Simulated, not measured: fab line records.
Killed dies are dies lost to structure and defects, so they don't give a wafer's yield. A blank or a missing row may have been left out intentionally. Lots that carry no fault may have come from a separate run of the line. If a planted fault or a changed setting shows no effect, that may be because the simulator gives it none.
A single fault, viewed from 2 desks | flow sky130 | what lay behind the numbers comes last; until then each desk has only its own

## FROM THE METROLOGY DESK
What the gauges read for every lot (on any tool): the sampled wafers with a number, averaged. The brackets show how far a lot's mean lies from the usual mean; more than 4 standard deviations puts the lot out of limits, marked OUT.
Columns: A = SONOS_ONO_CVD_02_THK at SKY_SONOS_ONO_THK_MEAS_03, usual 10.48 nm; B = cd-nm at SKY_LDD_P_CD_MEAS_07, usual 380.1 nm
lot  | first seen here | A     | B
L251 | day 11 23:28    | 10.57 | 379.9
L252 | day 12 10:59    | 10.45 | 384.8
L257 | day 13 19:30    | 10.51 | 378.1
L258 | day 13 23:47    | 10.52 | 377.0
L259 | day 14 08:58    | 10.37 | 380.8
L261 | day 15 06:24    | 10.58 | 379.4
L262 | day 15 17:43    | 10.45 | 379.2
L269 | day 17 20:58    | 10.61 | 380.0
L270 | day 18 00:34    | 10.53 | 388.3
L271 | day 18 14:11    | 10.51 | 387.1
L273 | day 19 04:03    | 10.54 | 379.7
Result from this desk: across the 11 lots, nothing is out of limits.

## THE TOOL OWNER'S DESK: litho-track-04
The tool's own readings at SKY_LDD_P_DEVELOP_06 (develop time 60 s): means of the sampled wafers that have a number, for each lot that ran on this tool. The brackets show how far a lot's mean lies from the usual mean; more than 4 standard deviations puts the lot out of limits, marked OUT.
Columns: A = chill-plate-temp-C at SKY_LDD_P_DEVELOP_06, usual 23.00 C
lot  | first seen here | A
L251 | day 19 09:32    | 22.89
L252 | day 20 04:41    | 23.01
L261 | day 23 10:17    | 22.98
L270 | day 26 02:47    | 23.11
L271 | day 26 14:14    | 23.04
Result from this desk: across the 5 lots, nothing is out of limits.

## ALL TOGETHER
The metrology desk saw nothing out of limits.
Nothing out of limits was seen by the tool owner's desk.

## WHAT WAS PUT IN BY THE SIMULATOR
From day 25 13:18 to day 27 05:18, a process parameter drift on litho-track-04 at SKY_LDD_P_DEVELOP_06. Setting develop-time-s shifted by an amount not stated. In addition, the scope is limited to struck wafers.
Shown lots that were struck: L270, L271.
